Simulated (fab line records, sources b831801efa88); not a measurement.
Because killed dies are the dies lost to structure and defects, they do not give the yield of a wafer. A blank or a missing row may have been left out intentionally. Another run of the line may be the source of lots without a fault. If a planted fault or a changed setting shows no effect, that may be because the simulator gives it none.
Which tool is to blame? ; flow sky130 ; 72 wafers from 24 lots sampled at 6 of the route's 708 steps

## WHAT THE GAUGES READ, wafer by wafer
SKY_LI_CONTACT_THK_MEAS_01.
lot;measured;on;LI_CONTACT_HDPCVD_THK (nm)
L074;day 28 01:38;filmMetro-01;963 945 951
L075;day 28 02:16;filmMetro-01;957 981 965
L076;day 28 18:38;filmMetro-02;951 968 970
L077;day 29 02:52;filmMetro-01;948 963 949
L078;day 29 05:08;filmMetro-02;963 945 953
L080;day 29 23:01;filmMetro-02;946 960 972
L079;day 30 03:44;filmMetro-04;977 970 961
L081;day 31 02:11;filmMetro-02;977 974 970
L082;day 31 03:31;filmMetro-04;976 976 957
L083;day 31 06:31;filmMetro-01;963 951 948
L084;day 31 13:14;filmMetro-01;946 958 959
L085;day 32 01:59;filmMetro-04;972 967 980
L086;day 32 09:28;filmMetro-04;965 968 961
L087;day 32 15:10;filmMetro-04;979 982 954
L088;day 32 16:46;filmMetro-04;966 954 955
L089;day 33 01:24;filmMetro-01;942 961 944
L090;day 33 07:17;filmMetro-04;978 965 984
L091;day 33 16:53;filmMetro-02;953 952 953
L092;day 34 03:24;filmMetro-02;954 956 970
L093;day 34 09:50;filmMetro-01;950 948 950
L094;day 34 10:09;filmMetro-04;977 982 988
L095;day 34 16:31;filmMetro-01;961 957 952
L096;day 34 22:20;filmMetro-02;976 972 958
L097;day 35 10:40;filmMetro-04;962 939 943

SKY_METAL2_OVL_MEAS_16.
lot;measured;on;METAL2_OVL (nm)
L074;day 35 05:59;overlay-01;-8 -11 -5
L075;day 35 06:55;overlay-02;3 2 -1
L076;day 35 21:58;overlay-02;-3 -6 -7
L077;day 36 04:32;overlay-01;-5 -4 -4
L078;day 36 06:17;overlay-01;-9 -11 -9
L080;day 37 01:08;overlay-02;3 -2 7
L079;day 37 04:29;overlay-02;2 -8 -3
L081;day 38 03:44;overlay-01;2 0 4
L082;day 38 03:44;overlay-02;5 2 2
L083;day 38 05:16;overlay-02;-2 10 8
L084;day 38 13:53;overlay-02;-4 -3 2
L085;day 38 23:52;overlay-01;-3 4 -5
L086;day 39 07:32;overlay-01;-12 -4 -12
L087;day 39 11:56;overlay-02;7 0 -1
L088;day 39 12:56;overlay-02;3 8 7
L089;day 39 21:14;overlay-01;-4 0 -2
L090;day 40 04:10;overlay-02;6 -12 -7
L091;day 40 10:40;overlay-02;-7 -2 -4
L092;day 40 21:02;overlay-02;3 0 -4
L093;day 41 02:53;overlay-02;10 2 6
L094;day 41 04:11;overlay-01;0 -8 -10
L095;day 41 08:39;overlay-01;-3 -4 -8
L096;day 41 15:02;overlay-02;-1 14 0
L097;day 42 01:50;overlay-01;-3 -8 -4

SKY_VIA3_BOW_MEAS_03.
lot;measured;on;VIA3_BOW (um)
L074;day 38 17:31;filmMetro-04;86 72 79
L075;day 38 18:07;filmMetro-04;79 86 86
L076;day 39 08:22;filmMetro-02;82 83 80
L077;day 39 15:49;filmMetro-01;90 89 93
L078;day 39 17:54;filmMetro-01;70 72 76
L080;day 40 10:37;filmMetro-02;83 88 93
L079;day 40 13:11;filmMetro-04;70 91 68
L081;day 41 09:59;filmMetro-01;83 84 90
L082;day 41 10:57;filmMetro-02;83 83 80
L083;day 41 11:55;filmMetro-02;67 66 79
L084;day 41 19:56;filmMetro-04;79 71 77
L085;day 42 05:46;filmMetro-01;74 84 66
L086;day 42 12:48;filmMetro-02;83 85 89
L087;day 42 17:29;filmMetro-04;86 84 81
L088;day 42 18:47;filmMetro-04;81 79 77
L089;day 43 00:26;filmMetro-04;79 92 91
L090;day 43 08:58;filmMetro-02;82 80 86
L091;day 43 15:00;filmMetro-02;84 84 75
L092;day 43 23:05;filmMetro-02;76 74 69
L093;day 44 05:22;filmMetro-02;71 76 74
L094;day 44 06:50;filmMetro-01;86 97 95
L095;day 44 10:41;filmMetro-04;80 95 96
L096;day 44 17:34;filmMetro-02;70 78 80
L097;day 45 03:06;filmMetro-04;80 70 73

SKY_METAL4_CD_MEAS_13: the cd target is 300 nm.
lot;measured;on;cdNm (nm)
L074;day 41 20:14;cdSem-01;298.2 298.5 299.6
L075;day 41 21:31;cdSem-02;298.9 299.0 299.2
L076;day 42 10:28;cdSem-01;298.8 299.6 300.4
L077;day 42 18:41;cdSem-01;296.6 296.2 297.4
L078;day 42 19:58;cdSem-02;300.0 300.1 299.8
L080;day 43 12:05;cdSem-02;299.6 299.6 298.7
L079;day 43 15:05;cdSem-02;301.7 301.0 302.0
L081;day 44 08:32;cdSem-02;298.2 298.9 298.5
L082;day 44 10:38;cdSem-01;299.2 297.6 299.3
L083;day 44 12:10;cdSem-02;300.9 301.3 301.0
L084;day 44 18:32;cdSem-01;302.7 301.7 301.3
L085;day 45 02:25;cdSem-01;299.3 299.3 298.7
L086;day 45 10:38;cdSem-02;297.6 296.9 297.8
L087;day 45 15:41;cdSem-01;300.2 300.6 299.9
L088;day 45 15:48;cdSem-02;299.8 301.6 300.8
L089;day 45 20:47;cdSem-01;298.7 299.0 297.0
L090;day 46 05:16;cdSem-02;300.5 301.6 301.3
L091;day 46 09:52;cdSem-02;298.5 298.8 300.1
L092;day 46 17:50;cdSem-02;300.5 299.8 299.4
L093;day 46 23:14;cdSem-02;298.5 298.9 298.8
L094;day 47 00:08;cdSem-02;300.4 301.2 299.0
L095;day 47 04:50;cdSem-01;299.3 300.2 299.3
L096;day 47 09:34;cdSem-01;299.6 299.4 297.8
L097;day 47 19:59;cdSem-01;299.5 299.9 299.0

## WHAT TOOL EACH LOT RAN ON (gives the tool, then ch and the chambers of the sampled wafers, and finally the start)
lot;SKY_VIA1_SPUTTER_20;SKY_METAL3_SPUTTER_03
L074;pvdSputter-04, day 34 02:06;pvdSputter-01, day 36 11:39
L075;pvdSputter-01, day 34 03:32;pvdSputter-01, day 36 12:38
L076;pvdSputter-01, day 34 19:21;pvdSputter-03, day 37 03:32
L077;pvdSputter-01, day 35 00:53;pvdSputter-03, day 37 10:49
L078;pvdSputter-01, day 35 03:19;pvdSputter-03, day 37 11:46
L080;pvdSputter-04, day 35 22:09;pvdSputter-03, day 38 06:34
L079;pvdSputter-04, day 36 01:50;pvdSputter-02, day 38 09:25
L081;pvdSputter-04, day 37 00:16;pvdSputter-02, day 39 07:52
L082;pvdSputter-02, day 37 00:36;pvdSputter-01, day 39 08:10
L083;pvdSputter-01, day 37 01:57;pvdSputter-02, day 39 08:43
L084;pvdSputter-04, day 37 10:42;pvdSputter-03, day 39 17:58
L085;pvdSputter-01, day 37 21:17;pvdSputter-03, day 40 03:27
L086;pvdSputter-01, day 38 05:23;pvdSputter-01, day 40 11:31
L087;pvdSputter-02, day 38 10:23;pvdSputter-02, day 40 15:35
L088;pvdSputter-04, day 38 11:45;pvdSputter-02, day 40 16:31
L089;pvdSputter-04, day 38 19:57;pvdSputter-03, day 41 00:05
L090;pvdSputter-02, day 39 02:07;pvdSputter-02, day 41 07:41
L091;pvdSputter-02, day 39 09:21;pvdSputter-01, day 41 13:34
L092;pvdSputter-04, day 39 19:32;pvdSputter-03, day 41 23:20
L093;pvdSputter-01, day 40 01:38;pvdSputter-02, day 42 05:13
L094;pvdSputter-01, day 40 03:22;pvdSputter-01, day 42 07:31
L095;pvdSputter-01, day 40 07:38;pvdSputter-02, day 42 10:46
L096;pvdSputter-02, day 40 14:00;pvdSputter-01, day 42 17:48
L097;pvdSputter-01, day 41 00:47;pvdSputter-01, day 43 04:23
- SKY_VIA1_SPUTTER_20: material TiN, target thk 20 nm, time 80 s.
- SKY_METAL3_SPUTTER_03: material Ti, target thk 5 nm, time 3.3 s.

## AS READ BY THE TOOLS THEMSELVES (means over the sampled wafers that have a number; for cases with no such wafer, the mark the record gives instead)
SKY_VIA1_SPUTTER_20.
lot;tool;throttleValvePct (%)
L074;pvdSputter-04;29.9
L075;pvdSputter-01;30.1
L076;pvdSputter-01;29.9
L077;pvdSputter-01;30.0
L078;pvdSputter-01;29.6
L080;pvdSputter-04;30.1
L079;pvdSputter-04;30.1
L081;pvdSputter-04;30.1
L082;pvdSputter-02;29.7
L083;pvdSputter-01;29.8
L084;pvdSputter-04;29.8
L085;pvdSputter-01;29.3
L086;pvdSputter-01;29.5
L087;pvdSputter-02;29.7
L088;pvdSputter-04;29.8
L089;pvdSputter-04;29.8
L090;pvdSputter-02;30.2
L091;pvdSputter-02;30.2
L092;pvdSputter-04;30.3
L093;pvdSputter-01;29.9
L094;pvdSputter-01;29.8
L095;pvdSputter-01;29.9
L096;pvdSputter-02;30.2
L097;pvdSputter-01;29.7

SKY_METAL3_SPUTTER_03.
lot;tool;throttleValvePct (%)
L074;pvdSputter-01;29.4
L075;pvdSputter-01;29.4
L076;pvdSputter-03;31.0
L077;pvdSputter-03;30.8
L078;pvdSputter-03;31.0
L080;pvdSputter-03;30.9
L079;pvdSputter-02;29.6
L081;pvdSputter-02;30.3
L082;pvdSputter-01;29.4
L083;pvdSputter-02;29.8
L084;pvdSputter-03;31.0
L085;pvdSputter-03;30.9
L086;pvdSputter-01;29.7
L087;pvdSputter-02;29.9
L088;pvdSputter-02;30.0
L089;pvdSputter-03;31.0
L090;pvdSputter-02;29.7
L091;pvdSputter-01;30.0
L092;pvdSputter-03;31.1
L093;pvdSputter-02;29.9
L094;pvdSputter-01;29.4
L095;pvdSputter-02;29.9
L096;pvdSputter-01;28.9
L097;pvdSputter-01;29.0

## THE ANSWER, worked out from the rows above alone
Rule: what is usual is taken from the lots themselves. Put in order of their means at a reading, lots are off if they are a third of the lots or fewer, leave a main group of 4 or more, and stand apart from it by a gap of 3 or more times the standard deviation of the main group's means; of several such gaps the widest counts. A main group is skipped when, at the precision printed for the reading in the tables above, its means are all equal. Also off: a lot with no number at a reading for which 4 or more lots have one. All remaining lots with rows at the step are treated as sound. The gauges are gone through in route order, then the tools' own readings, and for those a lot's mean is taken as printed above. At the first step where some lot is off, the reading lying furthest off is the one used; lots without a number count as furthest.
Nothing can be told from this: no lot is off at any reading shown.

## WHAT THE SIMULATOR HAD INSERTED
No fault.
